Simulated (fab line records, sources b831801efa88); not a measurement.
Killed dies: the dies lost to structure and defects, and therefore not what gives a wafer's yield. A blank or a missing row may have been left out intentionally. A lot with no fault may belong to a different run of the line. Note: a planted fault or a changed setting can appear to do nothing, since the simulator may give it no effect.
fab line records | flow sky130
record lots=7 wafers=21 lastDay=50
route steps=708 shown LI_CONTACT@381 LOCAL_INTERCONNECT@387 PAD_OPEN@708
lots that met no fault: taken from a fault-free run of the same line
startH: the number of hours between the record's first day and the start of the first shown wafer of the lot | waitH: hours from the lot's prior step to this one | " as in the row above | L1.1+2: a row that stands for several wafers | - value missing, or start not given | * or withheld: withheld | < > ~ a bound
route shown NAME@n: names a module that has steps shown in the file, with the first one's number in the route | usual: mean/standard deviation taken from wafers without a fault | same: alike in all rows | chamber/n: place in a boat | sites: the reading at each site | _std_site: the standard deviation of these | _edge_site: the outer-site mean with the inner-site mean subtracted | radiusMm: for every site, how far away it sits from the centre of the wafer | mask NAME#n: copy n | behind: the last tool/chamber to shape the wafer | hold: reason for holding the lot/hours on hold/outcome of the hold | device: which transistor (n, p or np) failed to switch | end of line: the route-end tests of the same wafers | a step with no rows: only its recipe | killed: at the first sort, the dies lost to defects and structure; wafer yield is something else | map: per-die view of a wafer (x killed, . not killed, _ where there is no die)
set.NAME: setting as actually run; set.NAME@STEP: the setting as run at that earlier step | model.NAME: the simulator's own value behind a step, which no gauge read
lots at some steps of the route; a table a step, a row a wafer
services: a tool's chamber out of use, with start hour (startH, from the record's first day; less than 0 if before it), hours out, and reason
## steps
# step SKY_LI_CONTACT_SPUTTER_19
# recipe material=Ti targetThkNm=20 chamberPressurePa=5 powerW=2500 substrateTempC=200 timeS=106.37
# usual chamberPressurePa=5.001/0.0091 throttleValvePct=30.2/0.82
# columns lot.wafer tool chamber startH waitH chamberPressurePa throttleValvePct
L109.2 pvdSputter-01 - 689.99 0.0 4.997 31.7
L109.3 " - " " 4.989 29.0
L109.4 " - " " 4.992 30.5
L111.1 pvdSputter-02 - 722.49 0.0 4.995 29.5
L111.2 " - " " 5.010 31.5
L111.3 " - " " 4.993 29.8
L119.2 pvdSputter-02 - 781.60 0.0 5.024 29.9
L119.4 " - " " 4.987 29.2
L119.6 " - " " 5.013 29.8
L122.2 pvdSputter-02 - 798.22 0.0 4.997 29.9
L122.3 " - " " 5.000 30.0
L122.4 " - " " 5.015 31.1
L123.3 pvdSputter-03 - 811.00 0.0 4.987 30.8
L123.5 " - " " 5.000 31.3
L123.6 " - " " 5.001 30.9
L128.2 pvdSputter-03 - 839.69 0.0 5.010 31.0
L128.3 " - " " 5.014 30.5
L128.6 " - " " 5.008 30.8
L130.1 pvdSputter-03 - 851.72 0.0 4.991 30.9
L130.2 " - " " 5.010 30.8
L130.5 " - " " 4.999 29.5
# step SKY_LI_CONTACT_SPUTTER_20
# recipe material=TiN targetThkNm=20 chamberPressurePa=5 powerW=4000 timeS=80
# usual chamberPressurePa=5.001/0.0097 throttleValvePct=30.3/0.8
# columns lot.wafer tool chamber startH waitH chamberPressurePa throttleValvePct
L109.2 pvdSputter-01 - 690.07 0.0 5.002 31.8
L109.3 " - " " 5.004 29.0
L109.4 " - " " 4.994 30.7
L111.1 pvdSputter-02 - 722.57 0.0 4.983 29.4
L111.2 " - " " 5.000 31.1
L111.3 " - " " 4.997 30.0
L119.2 pvdSputter-02 - 781.68 0.0 5.017 29.6
L119.4 " - " " 5.004 29.4
L119.6 " - " " 5.017 30.0
L122.2 pvdSputter-02 - 798.30 0.0 5.001 29.8
L122.3 " - " " 5.003 29.8
L122.4 " - " " 4.989 31.1
L123.3 pvdSputter-03 - 811.08 0.0 4.990 30.9
L123.5 " - " " 5.006 31.2
L123.6 " - " " 5.010 30.6
L128.2 pvdSputter-03 - 839.77 0.0 5.004 30.9
L128.3 " - " " 5.008 30.5
L128.6 " - " " 4.996 30.7
L130.1 pvdSputter-03 - 851.80 0.0 5.004 30.8
L130.2 " - " " 5.001 31.1
L130.5 " - " " 5.015 29.9
# step SKY_LI_CONTACT_CVD_21
# recipe material=W targetThkNm=400 timeS=120.56 tempC=400 pressureTorr=40
# usual heaterPowerW=882/180
# columns lot.wafer tool chamber startH waitH heaterPowerW
L109.2 cvdW-02 1 690.13 0.0 772
L109.3 " 0 " " 806
L109.4 " 1 " " 774
L111.1 cvdW-01 1 722.63 0.0 1182
L111.2 " 0 " " 708
L111.3 " 0 " " 701
L119.2 cvdW-02 1 781.74 0.0 794
L119.4 " 0 " " 865
L119.6 " 0 " " 835
L122.2 cvdW-02 1 798.36 0.0 794
L122.3 " 1 " " 802
L122.4 " 0 " " 832
L123.3 cvdW-02 0 811.18 0.1 820
L123.5 " 0 " " 842
L123.6 " 1 " " 776
L128.2 cvdW-01 1 839.83 0.0 1179
L128.3 " 1 " " 1166
L128.6 " 1 " " 1206
L130.1 cvdW-02 1 851.86 0.0 790
L130.2 " 0 " " 825
L130.5 " 1 " " 779
# step SKY_LI_CONTACT_RS_MEAS_22
# recipe thkMeasGauge=four-point-probe reads=W_of_LI_CONTACT_CVD_21+TiN_of_LI_CONTACT_SPUTTER_20+Ti_of_LI_CONTACT_SPUTTER_19
# usual LI_CONTACT_W_RS=0.282/0.0033
# columns lot.wafer tool chamber startH waitH LI_CONTACT_W_RS[ohm/sq]
L109.2 filmMetro-04 - 690.27 0.1 0.280
L109.3 " - " " 0.285
L109.4 " - " " 0.282
L111.1 filmMetro-02 - 722.75 0.1 0.275
L111.2 " - " " 0.281
L111.3 " - " " 0.279
L119.2 filmMetro-01 - 781.89 0.1 0.281
L119.4 " - " " 0.283
L119.6 " - " " 0.285
L122.2 filmMetro-02 - 798.50 0.1 0.284
L122.3 " - " " 0.287
L122.4 " - " " 0.283
L123.3 filmMetro-04 - 811.31 0.1 0.284
L123.5 " - " " 0.285
L123.6 " - " " 0.282
L128.2 filmMetro-01 - 839.97 0.1 0.280
L128.3 " - " " 0.280
L128.6 " - " " 0.283
L130.1 filmMetro-02 - 851.98 0.1 0.285
L130.2 " - " " 0.285
L130.5 " - " " 0.283
# step SKY_LI_CONTACT_THK_MEAS_23
# recipe thkMeasGauge=xrf reads=W_of_LI_CONTACT_CVD_21
# usual LI_CONTACT_W_THK=411/7.1
# columns lot.wafer tool chamber startH waitH LI_CONTACT_W_THK[nm]
L109.2 filmMetro-04 - 690.38 0.1 415
L109.3 " - " " 406
L109.4 " - " " 415
L111.1 filmMetro-02 - 722.87 0.1 423
L111.2 " - " " 413
L111.3 " - " " 420
L119.2 filmMetro-01 - 782.00 0.1 422
L119.4 " - " " 419
L119.6 " - " " 415
L122.2 filmMetro-02 - 798.61 0.1 405
L122.3 " - " " 401
L122.4 " - " " 407
L123.3 filmMetro-04 - 811.41 0.1 399
L123.5 " - " " 399
L123.6 " - " " 402
L128.2 filmMetro-01 - 840.08 0.1 423
L128.3 " - " " 420
L128.6 " - " " 415
L130.1 filmMetro-02 - 852.10 0.1 404
L130.2 " - " " 407
L130.5 " - " " 408
# step SKY_LI_CONTACT_CMP_24
# recipe stopOn=PSG tOverpolishS=20 downForcePsi=3.5 platenRpm=60 targetThkNm=0 padVelocityMS=0.94248
# usual motorCurrentA=10.6/1.5 overpolishRunS=20.000/0.0091 timeToEndpointS=99/3.5
# columns lot.wafer tool chamber startH waitH motorCurrentA overpolishRunS timeToEndpointS
L109.3 cmp-01 2 690.43 0.0 7.8 19.989 99
L109.2 " 3 " " 11.6 19.993 99
L109.4 " 0 " " 12.0 19.995 100
L111.1 cmp-02 2 722.93 0.1 12.2 19.986 98
L111.3 " 3 " " 10.7 19.988 98
L111.2 " 0 " " 9.3 19.985 93
L119.4 cmp-02 0 782.15 0.1 9.3 20.000 98
L119.2 " 1 " " 11.6 20.008 103
L119.6 " 3 " " 11.3 19.997 94
L122.2 cmp-02 0 798.66 0.0 9.2 19.985 95
L122.3 " 1 " " 11.6 20.011 96
L122.4 " 3 " " 10.6 19.998 91
L123.3 cmp-02 1 811.55 0.1 11.2 20.014 96
L123.6 " 3 " " 10.4 19.995 93
L123.5 " 0 " " 9.1 20.009 90
L128.3 cmp-02 0 840.18 0.1 8.8 19.996 98
L128.2 " 2 " " 11.7 20.009 98
L128.6 " 3 " " 10.8 19.999 94
L130.2 cmp-02 1 852.21 0.1 12.0 20.001 99
L130.1 " 3 " " 10.4 20.014 95
L130.5 " 0 " " 8.9 20.000 96
# step SKY_LOCAL_INTERCONNECT_SPUTTER_00
# recipe material=TiN targetThkNm=100 tempC=300 powerW=6500 timeS=83.3 chamberPressurePa=0.4
# usual chamberPressurePa=0.4000/0.00075 throttleValvePct=30.2/0.72
# columns lot.wafer tool chamber startH waitH chamberPressurePa throttleValvePct
L109.2 pvdSputter-04 - 690.73 0.2 0.4007 30.5
L109.3 " - " " 0.4004 30.5
L109.4 " - " " 0.3999 29.6
L111.1 pvdSputter-02 - 723.23 0.2 0.3990 30.9
L111.2 " - " " 0.4002 29.3
L111.3 " - " " 0.3996 29.3
L119.2 pvdSputter-01 - 782.35 0.1 0.4008 30.6
L119.4 " - " " 0.4005 31.7
L119.6 " - " " 0.3995 28.9
L122.2 pvdSputter-01 - 798.96 0.2 0.4005 29.0
L122.3 " - " " 0.4006 30.6
L122.4 " - " " 0.4009 31.5
L123.3 pvdSputter-02 - 811.75 0.1 0.3992 29.3
L123.5 " - " " 0.3995 29.9
L123.6 " - " " 0.3992 31.4
L128.2 pvdSputter-01 - 840.43 0.1 0.3991 30.5
L128.3 " - " " 0.3993 28.9
L128.6 " - " " 0.4008 31.9
L130.1 pvdSputter-01 - 852.46 0.1 0.4001 29.0
L130.2 " - " " 0.3999 31.6
L130.5 " - " " 0.4002 30.3
# step SKY_LOCAL_INTERCONNECT_RS_MEAS_01
# recipe thkMeasGauge=four-point-probe reads=TiN_of_LOCAL_INTERCONNECT_SPUTTER_00
# usual LOCAL_INTERCONNECT_TIN_RS=14.12/0.12
# columns lot.wafer tool chamber startH waitH LOCAL_INTERCONNECT_TIN_RS[ohm/sq]
L109.2 filmMetro-01 - 690.81 0.1 14.27
L109.3 " - " " 14.31
L109.4 " - " " 14.27
L111.1 filmMetro-03 - 723.29 0.0 13.97
L111.2 " - " " 14.02
L111.3 " - " " 14.14
L119.2 filmMetro-03 - 782.43 0.1 14.18
L119.4 " - " " 14.19
L119.6 " - " " 14.22
L122.2 filmMetro-03 - 799.05 0.1 13.95
L122.3 " - " " 14.04
L122.4 " - " " 13.82
L123.3 filmMetro-02 - 811.87 0.1 13.94
L123.5 " - " " 13.93
L123.6 " - " " 13.94
L128.2 filmMetro-03 - 840.52 0.1 14.11
L128.3 " - " " 14.10
L128.6 " - " " 14.11
L130.1 filmMetro-01 - 852.53 0.0 14.17
L130.2 " - " " 14.15
L130.5 " - " " 14.11
# step SKY_LOCAL_INTERCONNECT_THK_MEAS_02
# recipe thkMeasGauge=xrf reads=TiN_of_LOCAL_INTERCONNECT_SPUTTER_00
# usual LOCAL_INTERCONNECT_TIN_THK=100.9/0.96
# columns lot.wafer tool chamber startH waitH LOCAL_INTERCONNECT_TIN_THK[nm]
L109.2 filmMetro-01 - 690.92 0.1 100.3
L109.3 " - " " 99.9
L109.4 " - " " 100.2
L111.1 filmMetro-03 - 723.41 0.1 102.1
L111.2 " - " " 102.0
L111.3 " - " " 100.9
L119.2 filmMetro-03 - 782.54 0.1 100.2
L119.4 " - " " 100.6
L119.6 " - " " 99.9
L122.2 filmMetro-03 - 799.16 0.1 102.2
L122.3 " - " " 101.6
L122.4 " - " " 103.5
L123.3 filmMetro-02 - 811.97 0.1 101.8
L123.5 " - " " 102.0
L123.6 " - " " 101.3
L128.2 filmMetro-03 - 840.63 0.1 100.6
L128.3 " - " " 100.9
L128.6 " - " " 100.7
L130.1 filmMetro-01 - 852.65 0.1 101.4
L130.2 " - " " 101.0
L130.5 " - " " 101.0
# step SKY_LOCAL_INTERCONNECT_DEHYDRATE_03
# recipe tempC=200 timeS=60
# step SKY_LOCAL_INTERCONNECT_HMDS_04
# recipe primeTimeS=60 primeTempC=120
# step SKY_LOCAL_INTERCONNECT_COAT_05
# recipe resist=BARC tempC=withheld timeS=withheld spinRpm=3000 resistThkNm=60
# step SKY_LOCAL_INTERCONNECT_COAT_06
# recipe resist=KrF-thick spinRpm=3000 resistThkNm=450
# usual dispensePressureKPa=49/5.6 spinSpeedRpm=3000.1/1.9
# columns lot.wafer tool chamber startH waitH dispensePressureKPa spinSpeedRpm model.KrF-thick_of_LOCAL_INTERCONNECT_COAT_06.thkNm
L109.2 lithoTrack-03 0 704 - 42 3001.9 451.7
L109.3 " 0 " " 42 3003.5 451.2
L109.4 " 0 " " 42 3002.9 452.4
L111.1 lithoTrack-01 0 736 - 51 3001.1 449.2
L111.2 " 0 " " 51 3000.4 449
L111.3 " 0 " " 51 2997.6 448.1
L119.2 lithoTrack-01 0 795 - 51 3151.6 438.8
L119.4 " 0 " " 51 3151.5 438.8
L119.6 " 0 " " 51 3153.3 437.2
L122.2 lithoTrack-01 0 812 - 51 3152.3 436.8
L122.3 " 0 " " 51 3151.8 437.1
L122.4 " 0 " " 51 3155.0 438.2
L123.3 lithoTrack-01 0 825 - 51 3152.5 436.9
L123.5 " 0 " " 51 3153.8 437.3
L123.6 " 0 " " 51 3152.3 437.7
L128.2 lithoTrack-03 0 853 - 42 3001.1 449.8
L128.3 " 0 " " 42 3000.0 449.8
L128.6 " 0 " " 42 2999.0 449.2
L130.1 lithoTrack-03 0 864 - 42 3000.7 450.8
L130.2 " 0 " " 42 3000.0 447.9
L130.5 " 0 865 - 42 3000.9 450.6
# step SKY_LOCAL_INTERCONNECT_SOFTBAKE_07
# recipe tempC=100 timeS=90 resist=KrF-thick
# step SKY_LOCAL_INTERCONNECT_EXPOSE_08
# recipe maskId=LI1M na=0.8 sourceShape=annular sigmaInner=0.55 sigmaOuter=0.85 targetCdNm=170 doseMj=28
# step SKY_LOCAL_INTERCONNECT_PEB_09
# recipe pebTempC=withheld pebTimeS=withheld resist=KrF-thick
# step SKY_LOCAL_INTERCONNECT_DEVELOP_10
# recipe developTimeS=60 resist=KrF-thick devTempC=21
# step SKY_LOCAL_INTERCONNECT_CD_MEAS_11
# recipe targetCdNm=170
# usual cdNm=169.5/1.4
# columns lot.wafer tool chamber startH waitH cdNm
L109.2 cdSem-01 - 719.31 - 171.4
L109.3 " - " " 171.0
L109.4 " - " " 170.8
L111.1 cdSem-02 - 751.19 - 170.4
L111.2 " - " " 170.3
L111.3 " - " " 171.9
L119.2 cdSem-01 - 808.94 - 166.9
L119.4 " - " " 166.9
L119.6 " - " " 167.1
L122.2 cdSem-02 - 826.05 - 170.0
L122.3 " - " " 170.7
L122.4 " - " " 169.5
L123.3 cdSem-01 - 838.03 - 167.4
L123.5 " - " " 168.5
L123.6 " - " " 166.3
L128.2 cdSem-01 - 866.26 - 168.9
L128.3 " - " " 169.1
L128.6 " - " " 169.3
L130.1 cdSem-01 - 877.83 - 171.0
L130.2 " - " " 170.4
L130.5 " - " " 172.2
# step SKY_LOCAL_INTERCONNECT_OVL_MEAS_12
# usual LOCAL_INTERCONNECT_OVL=2/5
# columns lot.wafer tool chamber startH waitH LOCAL_INTERCONNECT_OVL[nm]
L109.2 overlay-02 - 719.41 0.1 0
L109.3 " - " " 4
L109.4 " - " " -3
L111.1 overlay-01 - 751.31 0.1 -1
L111.2 " - " " 5
L111.3 " - " " 0
L119.2 overlay-01 - 809.05 0.1 9
L119.4 " - " " 0
L119.6 " - " " 0
L122.2 overlay-02 - 826.16 0.1 -1
L122.3 " - " " 5
L122.4 " - " " -3
L123.3 overlay-01 - 838.12 0.1 5
L123.5 " - " " 7
L123.6 " - " " 5
L128.2 overlay-01 - 866.37 0.1 2
L128.3 " - " " 1
L128.6 " - " " -1
L130.1 overlay-01 - 877.95 0.1 -3
L130.2 " - " " -6
L130.5 " - " " -3
# step SKY_LOCAL_INTERCONNECT_ETCH_13
# recipe chemistry=N2/H2 target=BARC ionEnergyEv=200 biasW=100 pressureMtorr=30 n2FlowSccm=100 h2FlowSccm=200 icpW=500 stopOn=SiO2 timeS=45.9 targetDepthA=600
# step SKY_LOCAL_INTERCONNECT_METAL_ETCH_14
# recipe targetDepthNm=110 stopOn=PSG chemistry=Cl2/BCl3 target=TiN resistSidewallDeg=88 pressureMtorr=10 icpW=900 biasW=48.5 Cl2_flow_sccm=60 bcl3FlowSccm=30 timeS=31.4
# usual drypumpMotorCurrentA=5.7/0.48 mfcCl2Sccm=60.04/0.18 oesProductAu=0.942/0.0058 throttleValvePct=21.902/0.01
# columns lot.wafer tool chamber startH waitH drypumpMotorCurrentA mfcCl2Sccm oesProductAu rfHoursCounterH throttleValvePct model.KrF-thick_of_LOCAL_INTERCONNECT_COAT_06.thkNm
L109.2 rieMetal-04 0 719.51 0.0 5.7 59.87 0.936 10 21.900 349
L109.3 " 0 " " 5.7 59.89 0.937 - 21.901 348.8
L109.4 " 1 " " 6.4 60.31 0.935 - 21.892 352.5
L111.1 rieMetal-04 1 751.41 0.0 6.5 60.04 0.949 14 21.905 349.2
L111.2 " 0 " " 5.7 59.94 0.953 11 21.904 346.9
L111.3 " 1 " " 6.5 60.03 0.943 - 21.910 348.2
L119.2 rieMetal-03 1 809.14 0.0 5.1 60.04 0.933 8 21.921 337.8
L119.4 " 0 " " 5.8 60.02 0.941 - 21.892 336.9
L119.6 " 1 " " 5.1 60.35 0.932 - 21.897 336.2
L122.2 rieMetal-03 1 826.25 0.0 5.1 60.07 0.953 9 21.908 335.4
L122.3 " 0 " " 5.8 60.03 0.948 - 21.907 335.4
L122.4 " 1 " " 5.1 60.08 0.953 - 21.897 337.6
L123.3 rieMetal-03 0 838.22 0.0 5.8 59.97 0.960 - 21.899 334.9
L123.5 " 1 " " 5.1 59.75 0.950 - 21.882 336.4
L123.6 " 0 " " 5.8 59.87 0.950 - 21.897 335.7
L128.2 rieMetal-03 1 866.46 0.0 5.1 59.98 0.944 10 21.917 349
L128.3 " 0 " " 5.7 59.93 0.941 - 21.880 348.3
L128.6 " 0 " " 5.8 59.81 0.930 - 21.914 347.7
L130.1 rieMetal-04 0 878.04 0.0 5.7 59.82 0.943 16 21.922 348.5
L130.2 " 1 " " 6.5 60.04 0.938 4 21.920 347.9
L130.5 " 1 " " 6.4 60.23 0.941 - 21.903 350.5
# step SKY_LOCAL_INTERCONNECT_STRIP_15
# recipe chemistry=O2/N2 powerW=1400 pressureMtorr=1500 platenTempC=withheld o2FlowSccm=3000 n2FlowSccm=300 overashFraction=0.5
# usual drypumpMotorCurrentA=5.7/0.5 oesProductAu=0.427/0.0041 stripTimeToEndpointS=4.718/0.019
# same overashFraction=0.5
# columns lot.wafer tool chamber startH waitH drypumpMotorCurrentA oesProductAu rfHoursCounterH stripTimeToEndpointS
L109.2 plasmaAsher-02 1 719.56 0.0 5.9 0.422 27 4.727
L109.3 " 1 " " 5.9 0.426 - 4.724
L109.4 " 0 " " 5.8 0.432 - 4.765
L111.1 plasmaAsher-03 0 751.46 0.0 4.8 0.428 93 4.719
L111.2 " 1 " " 6.1 0.424 93 4.693
L111.3 " 0 " " 4.9 0.429 - 4.714
L119.2 plasmaAsher-04 1 809.20 0.0 5.0 0.418 68 4.607
L119.4 " 0 " " 6.2 0.420 - 4.583
L119.6 " 0 " " 6.2 0.418 - 4.584
L122.2 plasmaAsher-02 1 826.30 0.0 5.9 0.426 38 4.570
L122.3 " 0 " " 5.8 0.417 - 4.569
L122.4 " 1 " " 5.9 0.420 - 4.598
L123.3 plasmaAsher-04 0 838.29 0.1 6.2 0.432 - 4.573
L123.5 " 1 " " 5.0 0.427 - 4.605
L123.6 " 0 " " 6.2 0.416 - 4.573
L128.2 plasmaAsher-03 1 866.51 0.0 6.1 0.416 104 4.724
L128.3 " 1 " " 6.1 0.429 - 4.712
L128.6 " 1 " " 6.1 0.429 - 4.697
L130.1 plasmaAsher-04 0 878.10 0.0 6.2 0.426 75 4.717
L130.2 " 1 " " 5.0 0.426 75 4.728
L130.5 " 1 " " 5.0 0.426 - 4.754
# step SKY_LOCAL_INTERCONNECT_STRIP_16
# recipe chemistry=postEtchResidueRemover timeS=1200 tempC=72.5
# step SKY_PAD_OPEN_PROBE_99
# usual killed_at_M0_to_M3=44/6 killed_at_M4_up=3.3/2.1 killedAtContacts=25/5.5 killedAtFrontEnd=15/4.3 killedAtOther=0.2/0.41 killedDies=88/9.1 killedOpen=48/6.6 killedShort=39/6.7
# same grossDies=492 killedAtBackSide=0
# columns lot.wafer tool chamber startH waitH killed_at_M0_to_M3 killed_at_M4_up killedAtContacts killedAtFrontEnd killedAtOther killedDies killedOpen killedShort
L111.1 prober-02 - 1109.89 0.1 40 6 27 17 0 90 47 43
L111.2 prober-02 - 1109.94 0.1 41 4 20 15 1 81 47 34
L111.3 prober-02 - 1109.99 0.2 51 4 28 16 0 99 54 45
L122.2 prober-01 - 1161.75 0.1 37 0 32 17 0 86 46 40
L122.3 prober-01 - 1161.80 0.2 38 5 25 12 1 81 43 37
L122.4 prober-01 - 1161.85 0.2 49 2 25 12 0 88 47 41
L130.1 prober-01 - 1195.91 0.1 52 2 28 18 0 100 67 33
L130.2 prober-01 - 1195.96 0.1 46 4 29 15 0 94 53 41
L130.5 prober-01 - 1196.11 0.2 41 5 29 23 0 98 46 52
# killed by level:class
L111.1 CONTACT:geometricParticle:open=12 LI_CONTACT:geometricParticle:open=6 VIA1:geometricParticle:short=6 METAL1:geometricParticle:short=6 POLY_GATE:geometricParticle:short=5 POLY_GATE:geometricParticle:open=5 METAL4:geometricParticle:short=5 CONTACT:geometricParticle:short=5
L111.2 VIA1:geometricParticle:open=11 CONTACT:geometricParticle:open=8 VIA2:geometricParticle:open=7 METAL2:geometricParticle:short=6 LI_CONTACT:geometricParticle:open=5 POLY_GATE:geometricParticle:open=5 CONTACT:geometricParticle:short=4 VIA3:geometricParticle:short=4
L111.3 VIA1:geometricParticle:open=14 CONTACT:geometricParticle:open=14 VIA2:geometricParticle:open=9 METAL1:geometricParticle:short=7 VIA3:geometricParticle:open=7 POLY_GATE:geometricParticle:short=5 LOCAL_INTERCONNECT:geometricParticle:short=4 CONTACT:geometricParticle:short=4
L122.2 CONTACT:geometricParticle:open=11 VIA1:geometricParticle:open=9 POLY_GATE:geometricParticle:short=8 VIA2:geometricParticle:open=7 LOCAL_INTERCONNECT:geometricParticle:short=6 POLY_GATE:geometricParticle:open=5 LI_CONTACT:geometricParticle:open=5 CONTACT:geometricParticle:short=5
L122.3 VIA1:geometricParticle:short=10 VIA1:geometricParticle:open=8 VIA2:geometricParticle:open=8 CONTACT:geometricParticle:short=7 CONTACT:geometricParticle:open=7 VIA3:geometricParticle:open=5 METAL4:geometricParticle:short=4 FIELD_ISO:geometricParticle:short=3
L122.4 VIA1:geometricParticle:open=11 LI_CONTACT:geometricParticle:open=8 METAL1:geometricParticle:short=8 CONTACT:geometricParticle:open=7 VIA2:geometricParticle:open=7 VIA3:geometricParticle:open=6 LOCAL_INTERCONNECT:geometricParticle:short=4 VIA2:geometricParticle:short=4
L130.1 VIA1:geometricParticle:open=22 LI_CONTACT:geometricParticle:open=13 CONTACT:geometricParticle:open=9 FIELD_ISO:geometricParticle:open=7 VIA2:geometricParticle:open=6 VIA1:geometricParticle:short=5 VIA3:geometricParticle:open=5 FIELD_ISO:geometricParticle:short=4
L130.2 LI_CONTACT:geometricParticle:open=11 VIA1:geometricParticle:open=10 FIELD_ISO:geometricParticle:open=6 CONTACT:geometricParticle:open=6 VIA1:geometricParticle:short=6 METAL2:geometricParticle:short=5 VIA2:geometricParticle:open=5 FIELD_ISO:geometricParticle:short=4
L130.5 CONTACT:geometricParticle:open=12 VIA1:geometricParticle:open=9 METAL1:geometricParticle:short=8 FIELD_ISO:geometricParticle:open=6 CONTACT:geometricParticle:short=6 VIA1:geometricParticle:short=6 POLY_GATE:geometricParticle:open=5 POLY_GATE:geometricParticle:short=5
## services
# columns tool chamber startH hours kind
cmp-01 - 666.01 5.6 repair
plasmaAsher-04 - 667.72 1.7 repair
rieMetal-03 - 669.20 2.8 pm
pvdSputter-02 - 674.61 6.4 repair
cvdW-01 0 689.52 2.9 repair
pvdSputter-03 - 731.38 3.1 repair
plasmaAsher-03 - 740.91 4.3 pm
cmp-02 - 744.00 4.0 pm
plasmaAsher-02 - 751.96 3.3 repair
rieMetal-04 - 755.96 0.3 repair
cvdW-01 0 761.04 7.4 repair
cmp-02 - 771.41 3.8 repair
rieMetal-04 - 773.53 0.4 repair
plasmaAsher-03 - 790.82 15.6 pm
pvdSputter-03 - 814.03 9.2 repair
pvdSputter-02 - 832.51 12.7 repair
rieMetal-03 - 836.44 1.1 repair
plasmaAsher-04 - 839.63 1.2 repair
pvdSputter-03 - 842.93 0.7 repair
pvdSputter-01 - 845.03 0.9 repair
cmp-02 - 855.98 0.7 repair
pvdSputter-01 - 860.96 2.1 repair
cvdW-02 1 861.99 4.1 repair
cvdW-01 - 871.17 0.2 repair
## key
firstSign step=SKY_LOCAL_INTERCONNECT_COAT_06 reading=spinSpeedRpm direction=up sigmas=81 usual=3000.1 struck=3152.7
effect step=SKY_LOCAL_INTERCONNECT_STRIP_15 reading=stripTimeToEndpointS direction=down sigmas=6.9 usual=* struck=*
modelEffect step=SKY_LOCAL_INTERCONNECT_COAT_06 value=KrF-thick_of_LOCAL_INTERCONNECT_COAT_06.thkNm without=448.7 struck=437.7
modelEffect step=SKY_LOCAL_INTERCONNECT_METAL_ETCH_14 value=KrF-thick_of_LOCAL_INTERCONNECT_COAT_06.thkNm without=347.3 struck=336.3
metAt SKY_LOCAL_INTERCONNECT_COAT_06
struckWafers L119.2,L119.4,L119.6,L122.2,L122.3,L122.4,L123.3,L123.5,L123.6
testerLeftOut L119,L122,L123
onsetBetween 736 795
fault kind=processParameterDrift tool=lithoTrack-01 chamber=- onsetH=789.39 steps=SKY_LOCAL_INTERCONNECT_COAT_06 channel=spinRpm offset=152.94 shape=step endH=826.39 actsIn=theseRecipesOnly stated=3000
# testerLeftOut: of these lots the tester's yield and bins aren't shown, on N5 and GAA mostly nor the transistor test; their killed dies are dies lost to structure and defects alone, not to doping, threshold or leakage, so they don't give the yield
